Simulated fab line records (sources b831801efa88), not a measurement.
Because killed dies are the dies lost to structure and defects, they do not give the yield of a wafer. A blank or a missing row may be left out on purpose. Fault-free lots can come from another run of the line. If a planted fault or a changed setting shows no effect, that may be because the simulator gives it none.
A single fault, viewed from 2 desks :: flow sky130 :: each desk holds nothing but its own numbers, with what lay behind them at the end

## DESK OF THE TOOL OWNER: litho track-04
The tool's own readings at SKY_LDD_P_COAT_02 (resist thk 1140 nm): means of the sampled wafers that have a number, for each lot that ran on this tool. The brackets show how far a lot's mean lies from the usual mean; more than 4 standard deviations puts the lot out of limits, marked OUT.
Columns: A = spin speed rpm at SKY_LDD_P_COAT_02, usual 3000.0 rpm
lot: L721
first seen here: day 20 00:28
A: 2999.2

lot: L723
first seen here: day 20 20:52
A: 3040.0 (+22) OUT

lot: L724
first seen here: day 21 05:55
A: 3041.8 (+23) OUT

lot: L731
first seen here: day 24 01:33
A: 2998.4
This desk's verdict: out of limits on L723, L724, starting with L723 at day 20 20:52 (spin speed rpm at SKY_LDD_P_COAT_02). Within limits: L721, L731.

## METROLOGY DESK
Means of the sampled wafers that have a number, per lot and without regard to the tool the lot ran on: this is what the gauges read. The brackets show how far a lot's mean lies from the usual mean; more than 4 standard deviations puts the lot out of limits, marked OUT.
Columns: A = cd nm at SKY_POLY_CUT_CD_MEAS_08, usual 269.7 nm; B = LI_CONTACT_W_RS at SKY_LI_CONTACT_RS_MEAS_22, usual 0.287 ohm/sq; C = CONTACT_W_RS at SKY_CONTACT_RS_MEAS_25, usual 0.338 ohm/sq
lot: L717
first seen here: day 24 06:56
A: 270.5
B: 0.285
C: 0.339

lot: L720
first seen here: day 25 14:56
A: 270.2
B: 0.284
C: 0.337

lot: L721
first seen here: day 25 18:13
A: 269.4
B: 0.284
C: 0.339

lot: L723
first seen here: day 26 12:04
A: 270.7
B: 0.285
C: 0.335

lot: L724
first seen here: day 26 21:52
A: 271.6
B: 0.290
C: 0.336

lot: L731
first seen here: day 29 14:41
A: 269.1
B: 0.292
C: 0.337

lot: L732
first seen here: day 29 17:28
A: 269.4
B: 0.288
C: 0.339

lot: L733
first seen here: day 30 00:28
A: 269.7
B: 0.288
C: 0.340

lot: L735
first seen here: day 30 17:05
A: 271.1
B: 0.290
C: 0.332

lot: L736
first seen here: day 31 03:16
A: 273.5
B: 0.290
C: 0.336

lot: L737
first seen here: day 31 09:28
A: 267.9
B: 0.290
C: 0.335

lot: L738
first seen here: day 31 20:25
A: 269.8
B: 0.284
C: 0.341
This desk's verdict: no lot among the 12 shows anything out of limits.

## TAKEN TOGETHER
On L723, L724, at day 20 20:52, an alarm was possible from the tool owner's desk.
Nothing out of limits was seen by the metrology desk.
The metrology desk has L723, L724 on record, within its limits.
Every lot named ran SKY_LDD_P_COAT_02 on litho track-04.

## WHAT WAS PUT IN BY THE SIMULATOR
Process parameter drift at SKY_LDD_P_COAT_02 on litho track-04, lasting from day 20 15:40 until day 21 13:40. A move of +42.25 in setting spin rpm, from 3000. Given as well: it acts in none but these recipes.
Struck lots among those shown: L723, L724.
Delay in hours, fault start to first out-of-limits reading, by desk: the tool owner's desk at 5.
